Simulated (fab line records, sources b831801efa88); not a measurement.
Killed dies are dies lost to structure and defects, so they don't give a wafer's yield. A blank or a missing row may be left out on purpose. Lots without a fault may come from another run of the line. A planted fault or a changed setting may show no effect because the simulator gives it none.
One fault seen from 2 desks | flow sky130 | each desk has only its own numbers; what lay behind them comes last

THE METROLOGY DESK
What the gauges read, lot by lot, whatever tool the lot ran on: means of the sampled wafers that have a number. A lot is out of limits, marked OUT, if its mean lies more than 4 standard deviations from the usual mean; the brackets give that distance.
Columns: A = CAP2M_TIN_THK at SKY_CAP2M_THK_MEAS_04, usual 200.1 nm
lot  | first seen here | A
L999 | day 39 21:34    | 197.9
L100 | day 40 02:36    | 199.6
L101 | day 40 10:50    | 201.1
L102 | day 40 14:54    | 201.4
L103 | day 41 01:41    | 197.1
L106 | day 41 23:03    | 200.5
L107 | day 42 07:27    | 203.8
L108 | day 42 20:12    | 203.0
L109 | day 42 22:19    | 197.8
L111 | day 43 05:25    | 194.7
L112 | day 43 10:49    | 203.9
L113 | day 44 01:31    | 202.0
L114 | day 44 11:09    | 202.5
L118 | day 45 04:11    | 198.0
This desk's finding: nothing out of limits on any of the 14 lots.

THE TOOL OWNER'S DESK: pvd_sputter-03
The tool's own readings at SKY_METAL4_SPUTTER_02 (material AlCu, target thk 735 nm, time 39.1 s): means of the sampled wafers that have a number, for each lot that ran on this tool. A lot is out of limits, marked OUT, if its mean lies more than 4 standard deviations from the usual mean; the brackets give that distance.
Columns: A = throttle_valve_pct at SKY_METAL4_SPUTTER_02, usual 30.8 %
lot  | first seen here | A
L100 | day 40 02:10    | 31.2
L103 | day 41 01:16    | 30.6
L111 | day 43 04:59    | 31.7
L112 | day 43 10:24    | 31.3
L113 | day 44 01:06    | 31.2
L114 | day 44 10:43    | 30.8
This desk's finding: nothing out of limits on any of the 6 lots.

PUT TOGETHER
The metrology desk saw nothing out of limits.
The tool owner's desk saw nothing out of limits.

WHAT THE SIMULATOR HAD PUT IN
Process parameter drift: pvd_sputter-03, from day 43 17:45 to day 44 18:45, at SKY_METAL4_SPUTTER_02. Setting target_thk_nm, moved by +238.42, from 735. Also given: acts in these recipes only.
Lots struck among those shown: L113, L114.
